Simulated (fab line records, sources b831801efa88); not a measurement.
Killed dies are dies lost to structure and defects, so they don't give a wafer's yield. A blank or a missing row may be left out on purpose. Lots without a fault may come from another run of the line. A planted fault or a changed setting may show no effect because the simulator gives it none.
fab line records | flow sky130
record lots=5 wafers=14 last_day=50
route steps=708 shown LOCAL_INTERCONNECT@403 CONTACT@406 PAD_OPEN@708
lots that met no fault: from a run of the same line without faults
start_h: hours from the record's first day to the start of the lot's first wafer shown | wait_h: hours since the lot's step before | " the same as in the row above | L1.1+2: a row that stands for several wafers | - no value, or no start given | * or withheld: withheld | < > ~ a bound
route shown NAME@n: a module of which the file shows steps, and the number in the route of the first | usual: mean/standard deviation of fault-free wafers | same: alike in all rows | chamber/n: place in a boat | sites: the reading at each site | _std_site: their standard deviation | _edge_site: outer sites' mean less inner sites' | radius_mm: how far each site lies from the wafer's centre | mask NAME#n: copy n | behind: the tool/chamber that last shaped the wafer | hold: why the lot was held/for how many hours/how that ended | device: the transistor (n, p or np) that didn't switch | end of line: the same wafers' tests at the end of the route | a step without rows: its recipe alone | killed: dies lost to structure and defects at the first sort, not the wafer's yield | map: a wafer's dies, x killed, . not, _ none there
set.NAME: the setting as run; set.NAME@STEP: as run at that earlier step | model.NAME: the simulator's own value behind a step, which no gauge read
lots at some steps of the route; a table a step, a row a wafer
services: from which hour (start_h, from the record's first day; less than 0 if before it) a tool's chamber was out of use, for how many hours, and why
## steps
# step SKY_LOCAL_INTERCONNECT_STRIP_16
# recipe chemistry=post_etch_residue_remover time_s=1200 temp_c=72.5
# step SKY_LOCAL_INTERCONNECT_CLEAN_17
# recipe chemistry=IPA time_s=180 temp_c=25
# step SKY_LOCAL_INTERCONNECT_CLEAN_18
# recipe chemistry=O3/DIW dry=n2_spin
# step SKY_CONTACT_CVD_00
# recipe material=Si3N4 target_thk_nm=75 temp_c=400 time_s=withheld rf_w=450
# usual heater_power_w=685/100
# columns lot.wafer tool chamber start_h wait_h heater_power_w
L162.3 pecvd-02 0 711.35 0.0 646
L162.4 " 2 " " 450
L162.5 " 0 " " 642
L167.1 pecvd-02 2 758.21 0.0 550
L167.2 " 1 " " 625
L167.4 " 1 " " 648
L175.1 pecvd-01 1 820.36 0.0 643
L175.5 " 1 " " 617
L182.1 pecvd-02 2 867.35 0.0 546
L182.2 " 1 " " 644
L182.3 " 0 " " 632
L183.2 pecvd-01 0 871.30 0.0 896
L183.4 " 1 " " 613
L183.6 " 2 " " 697
# step SKY_CONTACT_THK_MEAS_01
# recipe reads=Si3N4_of_CONTACT_CVD_00
# usual CONTACT_CVD_00_THK=74.8/1.1
# columns lot.wafer tool chamber start_h wait_h CONTACT_CVD_00_THK[nm]
L162.3 film_metro-02 - 711.40 - 75.7
L162.4 " - " " 77.0
L162.5 " - " " 76.6
L167.1 film_metro-02 - 758.24 - 74.4
L167.2 " - " " 72.6
L167.4 " - " " 74.3
L175.1 film_metro-01 - 820.41 - 72.2
L175.5 " - " " 74.9
L182.1 film_metro-03 - 867.38 - 74.8
L182.2 " - " " 74.6
L182.3 " - " " 73.6
L183.2 film_metro-01 - 871.34 - 74.5
L183.4 " - " " 74.6
L183.6 " - " " 75.2
# step SKY_CONTACT_HDPCVD_02
# recipe material=SiO2 target_thk_nm=565 sigma_open_frac=0.3 time_s=94.2 temp_c=600 sih4_flow_sccm=60 pressure_mtorr=6
# step SKY_CONTACT_THK_MEAS_03
# recipe reads=SiO2_of_CONTACT_HDPCVD_02
# usual CONTACT_HDPCVD_THK=565/7.1
# columns lot.wafer tool chamber start_h wait_h CONTACT_HDPCVD_THK[nm]
L162.3 film_metro-01 - 711.53 0.1 570
L162.4 " - " " 569
L162.5 " - " " 574
L167.1 film_metro-02 - 758.37 0.0 563
L167.2 " - " " 555
L167.4 " - " " 560
L175.1 film_metro-02 - 820.54 0.0 556
L175.5 " - " " 550
L182.1 film_metro-02 - 867.51 0.0 564
L182.2 " - " " 565
L182.3 " - " " 567
L183.2 film_metro-01 - 871.47 0.0 569
L183.4 " - " " 562
L183.6 " - " " 569
# step SKY_CONTACT_CMP_04
# recipe material=SiO2 down_force_psi=4 platen_rpm=60 pad_velocity_m_s=0.94248
# usual motor_current_A=12.3/1.7 platen_rpm=60.00/0.042 time_to_endpoint_s=81/4.5
# columns lot.wafer tool chamber start_h wait_h motor_current_A platen_rpm time_to_endpoint_s
L162.3 cmp-01 0 711.62 0.1 13.1 59.99 83
L162.4 " 1 " " 9.1 59.99 85
L162.5 " 3 " " 11.9 60.00 87
L167.4 cmp-01 3 758.43 0.0 11.6 60.06 80
L167.1 " 0 " " 13.9 60.06 80
L167.2 " 1 " " 8.7 60.00 73
L175.1 cmp-01 1 820.60 0.1 9.0 60.08 76
L175.5 " 1 " " 9.3 60.02 73
L182.1 cmp-01 3 867.85 0.3 11.7 59.91 89
L182.2 " 0 " " 14.4 60.00 83
L182.3 " 1 " " 9.4 60.01 88
L183.4 cmp-01 0 871.78 0.3 13.6 59.95 86
L183.2 " 1 " " 9.4 60.06 89
L183.6 " 3 " " 12.2 59.99 90
# step SKY_CONTACT_BOW_MEAS_05
# recipe mode=bow
# usual CONTACT_BOW=82/7.3
# columns lot.wafer tool chamber start_h wait_h CONTACT_BOW[um]
L162.3 film_metro-02 - 711.91 0.2 96
L162.4 " - " " 87
L162.5 " - " " 86
L167.1 film_metro-01 - 758.73 0.2 84
L167.2 " - " " 70
L167.4 " - " " 78
L175.1 film_metro-03 - 820.90 0.2 96
L175.5 " - " " 84
L182.1 film_metro-02 - 868.15 0.2 79
L182.2 " - " " 95
L182.3 " - " " 86
L183.2 film_metro-03 - 872.00 0.1 82
L183.4 " - " " 78
L183.6 " - " " 95
# step SKY_CONTACT_DEHYDRATE_06
# recipe temp_c=200 time_s=60
# step SKY_CONTACT_HMDS_07
# recipe prime_time_s=60 prime_temp_c=120
# step SKY_CONTACT_COAT_08
# recipe resist=BARC temp_c=withheld time_s=withheld spin_rpm=3000 resist_thk_nm=60
# step SKY_CONTACT_COAT_09
# recipe resist=KrF-thick spin_rpm=3000 resist_thk_nm=450
# usual spin_speed_rpm=3000.1/1.9
# columns lot.wafer tool chamber start_h wait_h spin_speed_rpm model.KrF-thick_of_CONTACT_COAT_09.thk_nm
L162.3 litho_track-02 0 725 - 3002.1 452.7
L162.4 " 0 " " 3000.0 452.3
L162.5 " 0 " " 2999.8 450.6
L167.1 litho_track-04 0 772 - 2996.8 450.7
L167.2 " 0 " " 2999.5 450.9
L167.4 " 0 " " 3002.0 451.4
L175.1 litho_track-02 0 833 - 2998.8 452.2
L175.5 " 0 " " 2997.3 473.9
L182.1 litho_track-01 0 881 - 2997.9 449.1
L182.2 " 0 " " 3000.0 447.4
L182.3 " 0 " " 3001.1 450.5
L183.2 litho_track-04 0 884 - 3002.3 451.9
L183.4 " 0 " " 2999.6 451.9
L183.6 " 0 " " 3001.3 449.3
# step SKY_CONTACT_SOFTBAKE_10
# recipe temp_c=100 time_s=90 resist=KrF-thick
# step SKY_CONTACT_EXPOSE_11
# recipe mask_id=CTM1 na=0.8 source_shape=annular sigma_inner=0.55 sigma_outer=0.85 target_cd_nm=170 dose_mj=38
# step SKY_CONTACT_PEB_12
# recipe peb_temp_c=withheld peb_time_s=withheld resist=KrF-thick
# step SKY_CONTACT_DEVELOP_13
# recipe develop_time_s=60 resist=KrF-thick dev_temp_c=21
# step SKY_CONTACT_CD_MEAS_14
# recipe target_cd_nm=170
# usual cd_nm=170.3/1.7
# columns lot.wafer tool chamber start_h wait_h cd_nm
L162.3 cd_sem-02 - 739.37 - 169.8
L162.4 " - " " 168.7
L162.5 " - " " 167.8
L167.1 cd_sem-01 - 785.31 - 169.4
L167.2 " - " " 170.2
L167.4 " - " " 170.8
L175.1 cd_sem-01 - 847.41 - 169.7
L175.5 " - " " 169.1
L182.1 cd_sem-02 - 893.91 - 169.3
L182.2 " - " " 169.6
L182.3 " - " " 169.0
L183.2 cd_sem-01 - 896.98 - 168.1
L183.4 " - " " 169.4
L183.6 " - " " 170.1
# step SKY_CONTACT_OVL_MEAS_15
# usual CONTACT_OVL=4/5.1
# columns lot.wafer tool chamber start_h wait_h CONTACT_OVL[nm]
L162.3 overlay-02 - 739.46 0.1 3
L162.4 " - " " -3
L162.5 " - " " 6
L167.1 overlay-02 - 785.43 0.1 6
L167.2 " - " " 3
L167.4 " - " " -4
L175.1 overlay-02 - 847.53 0.1 -2
L175.5 " - " " -1
L182.1 overlay-02 - 894.03 0.1 3
L182.2 " - " " -1
L182.3 " - " " 6
L183.2 overlay-01 - 897.09 0.1 3
L183.4 " - " " -3
L183.6 " - " " 3
# step SKY_CONTACT_ETCH_16
# recipe chemistry=N2/H2 target=BARC ion_energy_ev=200 source_w=500 bias_w=100 pressure_mtorr=30 n2_flow_sccm=100 h2_flow_sccm=200 stop_on=SiO2 time_s=45.9 target_depth_a=600
# usual drypump_motor_current_A=5.7/0.43 oes_product_au=0.855/0.0041 throttle_valve_pct=13.224/0.0097
# columns lot.wafer tool chamber start_h wait_h drypump_motor_current_A oes_product_au rf_hours_counter_h throttle_valve_pct
L162.3 rie_diel-02 2 739.48 0.0 5.7 0.856 13 13.198
L162.4 " 2 " " 5.7 0.864 - 13.206
L162.5 " 3 " " 5.1 0.852 - 13.228
L167.1 rie_diel-02 0 785.47 0.0 5.8 0.859 5 13.215
L167.2 " 2 " " 5.7 0.856 15 13.229
L167.4 " 3 " " 5.1 0.851 - 13.218
L175.1 rie_diel-02 2 847.57 0.0 5.7 0.853 17 13.219
L175.5 " 0 " " 5.8 0.848 - 13.231
L182.1 rie_diel-02 1 894.07 0.0 5.4 0.858 3 13.214
L182.2 " 0 " " 5.8 0.858 9 13.212
L182.3 " 2 " " 5.7 0.851 19 13.217
L183.2 rie_diel-01 0 897.12 0.0 5.5 0.858 15 13.228
L183.4 " 3 " " 5.5 0.856 15 13.233
L183.6 " 3 " " 5.5 0.855 - 13.229
# step SKY_CONTACT_ETCH_17
# recipe target=SiO2 chemistry=C4F8/O2/Ar stop_on=Si3N4 mask_material=KrF-thick source_w=1500 bias_w=1200 pressure_mtorr=40 c4f8_flow_sccm=withheld O2_flow_sccm=6 Ar_flow_sccm=300 time_s=withheld target_depth_a=3400
# usual oes_product_au=0.891/0.0047
# columns lot.wafer tool chamber start_h wait_h oes_product_au
L162.3 rie_diel-02 2 739.53 0.0 0.889
L162.4 " 2 " " 0.887
L162.5 " 3 " " 0.889
L167.1 rie_diel-02 0 785.51 0.0 0.887
L167.2 " 2 " " 0.893
L167.4 " 3 " " 0.896
L175.1 rie_diel-02 2 847.61 0.0 0.892
L175.5 " 0 " " 0.899
L182.1 rie_diel-02 1 894.11 0.0 0.896
L182.2 " 0 " " 0.896
L182.3 " 2 " " 0.896
L183.2 rie_diel-01 0 897.16 0.0 0.895
L183.4 " 3 " " 0.892
L183.6 " 3 " " 0.897
# step SKY_CONTACT_ETCH_18
# recipe target=Si3N4 chemistry=CHF3/O2 stop_on=TiN source_w=600 bias_w=200 pressure_mtorr=40 chf3_flow_sccm=50 O2_flow_sccm=5 time_s=39 target_depth_a=750
# usual drypump_motor_current_A=5.7/0.43 oes_product_au=0.854/0.0086 throttle_valve_pct=8.793/0.01
# columns lot.wafer tool chamber start_h wait_h drypump_motor_current_A oes_product_au rf_hours_counter_h throttle_valve_pct model.KrF-thick_of_CONTACT_COAT_09.thk_nm
L162.3 rie_diel-02 2 - - 5.7 0.862 13 8.795 249.4
L162.4 " 2 " " 5.7 0.860 - 8.803 249.3
L162.5 " 3 " " 5.1 0.867 - 8.780 244.5
L167.1 rie_diel-02 0 - - 5.8 0.855 5 8.784 240.7
L167.2 " 2 " " 5.7 0.843 15 8.786 249.2
L167.4 " 3 " " 5.1 0.845 - 8.801 245.8
L175.1 rie_diel-02 2 - - 5.7 0.837 17 8.795 249
L175.5 " 0 " " 5.8 0.859 - 8.795 264.2
L182.1 rie_diel-02 1 - - 5.4 0.851 3 8.810 239.7
L182.2 " 0 " " 5.8 0.850 9 8.780 237.6
L182.3 " 2 " " 5.7 0.850 19 8.792 247.7
L183.2 rie_diel-01 0 - - 5.4 0.853 15 8.801 242.4
L183.4 " 3 " " 5.5 0.855 15 8.793 245
L183.6 " 3 " " 5.5 0.855 - 8.786 243.1
# step SKY_CONTACT_STRIP_19
# recipe chemistry=O2/N2 power_w=1400 pressure_mtorr=1500 platen_temp_c=withheld o2_flow_sccm=3000 n2_flow_sccm=300 overash_fraction=0.5
# usual drypump_motor_current_A=5.6/0.64 oes_product_au=0.380/0.0049 strip_time_to_endpoint_s=3.60/0.034
# columns lot.wafer tool chamber start_h wait_h drypump_motor_current_A oes_product_au rf_hours_counter_h strip_time_to_endpoint_s
L162.3 plasma_asher-01 0 739.65 - 5.0 0.379 - 3.68
L162.4 " 1 " " 4.8 0.378 - 3.67
L162.5 " 1 " " 4.8 0.374 - 3.66
L167.1 plasma_asher-01 1 785.60 - 4.8 0.376 68 3.59
L167.2 " 0 " " 5.0 0.380 68 3.69
L167.4 " 0 " " 5.0 0.383 - 3.65
L175.1 plasma_asher-02 1 847.70 - 5.8 0.380 35 3.68
L175.5 " 0 " " 6.6 0.391 - 3.83
L182.1 plasma_asher-01 1 894.20 - 4.8 0.386 79 3.59
L182.2 " 0 " " 5.0 0.384 79 3.56
L182.3 " 1 " " 4.8 0.374 - 3.67
L183.2 plasma_asher-01 0 897.25 - 5.0 0.374 79 3.61
L183.4 " 1 " " 4.8 0.384 - 3.65
L183.6 " 1 " " 4.8 0.380 - 3.62
# step SKY_CONTACT_STRIP_20
# recipe chemistry=post_etch_residue_remover time_s=1200 temp_c=72.5
# step SKY_CONTACT_CLEAN_21
# recipe chemistry=IPA time_s=180 temp_c=25
# step SKY_CONTACT_CLEAN_22
# recipe chemistry=O3/DIW dry=n2_spin
# step SKY_CONTACT_SPUTTER_23
# recipe material=TiN target_thk_nm=20 chamber_pressure_pa=5 power_w=4000 time_s=80
# step SKY_CONTACT_CVD_24
# recipe material=W target_thk_nm=340 time_s=102.12 temp_c=400 pressure_torr=40
# usual heater_power_w=751/59
# columns lot.wafer tool chamber start_h wait_h heater_power_w
L162.3 cvd_w-01 0 740.32 0.1 817
L162.4 " 1 " " 699
L162.5 " 1 " " 701
L167.1 cvd_w-01 1 786.26 0.0 687
L167.2 " 0 " " 805
L167.4 " 0 " " 821
L175.1 cvd_w-02 0 848.35 0.0 674
L175.5 " 0 " " 676
L182.1 cvd_w-01 1 894.85 0.0 725
L182.2 " 0 " " 800
L182.3 " 0 " " 831
L183.2 cvd_w-02 1 897.94 0.0 818
L183.4 " 1 " " 787
L183.6 " 1 " " 789
# step SKY_CONTACT_RS_MEAS_25
# recipe thk_meas_gauge=four-point-probe reads=W_of_CONTACT_CVD_24+TiN_of_CONTACT_SPUTTER_23
# usual CONTACT_W_RS=0.341/0.0047
# columns lot.wafer tool chamber start_h wait_h hold CONTACT_W_RS[ohm/sq]
L162.3 film_metro-01 - 740.43 0.1 - 0.346
L162.4 " - " " - 0.338
L162.5 " - " " - 0.343
L167.1 film_metro-02 - 786.37 0.1 - 0.344
L167.2 " - " " - 0.341
L167.4 " - " " - 0.339
L175.1 film_metro-02 - 848.46 0.1 await_dispo/0.2h/release 0.337
L175.5 " - " " await_dispo/0.2h/release 0.342
L175.1 film_metro-02 - 848.75 0.3 - 0.337
L175.5 " - " " - 0.343
L182.1 film_metro-03 - 894.96 0.1 - 0.342
L182.2 " - " " - 0.341
L182.3 " - " " - 0.343
L183.2 film_metro-03 - 898.07 0.1 - 0.345
L183.4 " - " " - 0.347
L183.6 " - " " - 0.345
# step SKY_CONTACT_THK_MEAS_26
# recipe thk_meas_gauge=xrf reads=W_of_CONTACT_CVD_24
# usual CONTACT_W_THK=338/4.6
# columns lot.wafer tool chamber start_h wait_h hold CONTACT_W_THK[nm]
L162.3 film_metro-01 - 740.53 0.1 - 329
L162.4 " - " " - 339
L162.5 " - " " - 335
L167.1 film_metro-02 - 786.49 0.1 - 331
L167.2 " - " " - 337
L167.4 " - " " - 338
L175.1 film_metro-02 - 854.32 5.5 await_dispo/0.2h/release 338
L175.5 " - " " await_dispo/0.2h/release 334
L175.1 film_metro-02 - 854.54 0.2 - 340
L175.5 " - " " - 333
L182.1 film_metro-03 - 895.08 0.1 - 341
L182.2 " - " " - 341
L182.3 " - " " - 338
L183.2 film_metro-03 - 898.18 0.1 - 338
L183.4 " - " " - 337
L183.6 " - " " - 337
# step SKY_PAD_OPEN_PROBE_99
# usual killed_at_M0_to_M3=43/7.7 killed_at_M4_up=3.1/1.7 killed_at_contacts=23/4.8 killed_at_front_end=15/4.5 killed_at_other=0.3/0.58 killed_dies=85/10 killed_open=46/7.5 killed_short=38/6.5
# same gross_dies=492 killed_at_back_side=0
# columns lot.wafer tool chamber start_h wait_h killed_at_M0_to_M3 killed_at_M4_up killed_at_contacts killed_at_front_end killed_at_other killed_dies killed_open killed_short
L167.1 prober-01 - 1116.58 0.1 39 2 31 17 0 89 49 40
L167.2 prober-01 - 1116.63 0.1 29 6 20 14 0 69 40 29
L167.4 prober-01 - 1116.73 0.2 41 3 31 16 0 91 57 34
L175.1 prober-02 - 1159.29 0.1 51 2 24 28 0 105 57 48
L175.5 prober-02 - 1159.49 0.2 48 8 28 21 0 105 54 51
# killed by level:class
L167.1 CONTACT:geometric_particle:open=11 VIA1:geometric_particle:open=10 CONTACT:geometric_particle:short=9 LI_CONTACT:geometric_particle:open=6 VIA1:geometric_particle:short=6 VIA3:geometric_particle:open=6 FIELD_ISO:geometric_particle:open=4 FIELD_ISO:geometric_particle:short=4
L167.2 CONTACT:geometric_particle:open=11 POLY_GATE:geometric_particle:open=7 METAL2:geometric_particle:short=5 VIA3:geometric_particle:open=5 FIELD_ISO:geometric_particle:short=4 VIA2:geometric_particle:open=4 VIA1:geometric_particle:open=4 METAL1:geometric_particle:short=3
L167.4 VIA1:geometric_particle:open=15 LI_CONTACT:geometric_particle:open=9 CONTACT:geometric_particle:open=8 CONTACT:geometric_particle:short=6 VIA2:geometric_particle:open=6 METAL2:geometric_particle:short=5 FIELD_ISO:geometric_particle:short=4 VIA3:geometric_particle:short=4
L175.1 VIA1:geometric_particle:open=13 CONTACT:geometric_particle:open=11 POLY_GATE:geometric_particle:short=10 METAL1:geometric_particle:short=9 VIA3:geometric_particle:open=8 FIELD_ISO:geometric_particle:short=6 POLY_GATE:geometric_particle:open=6 VIA2:geometric_particle:open=6
L175.5 VIA1:geometric_particle:open=10 LI_CONTACT:geometric_particle:open=10 CONTACT:geometric_particle:open=7 METAL1:geometric_particle:short=7 VIA2:geometric_particle:open=7 POLY_GATE:geometric_particle:short=6 METAL2:geometric_particle:short=6 POLY_GATE:geometric_particle:open=5
## services
# columns tool chamber start_h hours kind
plasma_asher-01 - 690.03 4.9 repair
pecvd-01 - 691.79 6.0 pm
pecvd-01 - 699.93 1.5 repair
rie_diel-01 - 704.60 0.2 repair
cmp-01 - 706.03 0.3 repair
plasma_asher-01 - 708.49 2.0 repair
cvd_w-01 - 717.89 6.9 pm
pecvd-01 0 725.91 6.0 repair
pecvd-01 1 728.91 7.9 repair
pecvd-02 - 733.68 4.3 pm
plasma_asher-02 - 741.02 45.4 pm
cmp-01 - 744.26 4.0 pm
cmp-01 - 768.22 3.5 pm
rie_diel-02 1 777.06 2.8 repair
rie_diel-01 3 789.33 13.5 repair
cmp-01 - 792.67 9.6 pm
pecvd-01 - 825.47 28.1 pm
rie_diel-02 - 829.29 2.8 pm
rie_diel-02 1 848.22 6.2 repair
rie_diel-01 0 859.72 4.0 repair
cvd_w-01 - 861.03 1.5 repair
pecvd-02 - 869.05 2.8 pm
plasma_asher-01 - 879.74 0.4 repair
pecvd-01 0 880.77 3.9 repair
## key
first_sign step=SKY_CONTACT_STRIP_19 reading=strip_time_to_endpoint_s direction=up sigmas=6.8 usual=* struck=*
effect step=SKY_CONTACT_RS_MEAS_25 reading=visit direction=added
effect step=SKY_CONTACT_THK_MEAS_26 reading=visit direction=added
model_effect step=SKY_CONTACT_COAT_09 value=KrF-thick_of_CONTACT_COAT_09.thk_nm without=451.3 struck=473.9
model_effect step=SKY_CONTACT_ETCH_18 value=KrF-thick_of_CONTACT_COAT_09.thk_nm without=241.7 struck=264.2
met_at SKY_CONTACT_COAT_09
struck_wafers L175.5
tester_left_out L175
onset_between 725 833
fault kind=process_parameter_drift tool=litho_track-02 chamber=- onset_h=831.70 steps=SKY_CONTACT_COAT_09 channel=resist_thk_nm offset=22.497 shape=step end_h=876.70 scope=struck_wafers_only acts_in=these_recipes_only stated=450
# tester_left_out: of these lots the tester's yield and bins aren't shown, on N5 and GAA mostly nor the transistor test; their killed dies are dies lost to structure and defects alone, not to doping, threshold or leakage, so they don't give the yield
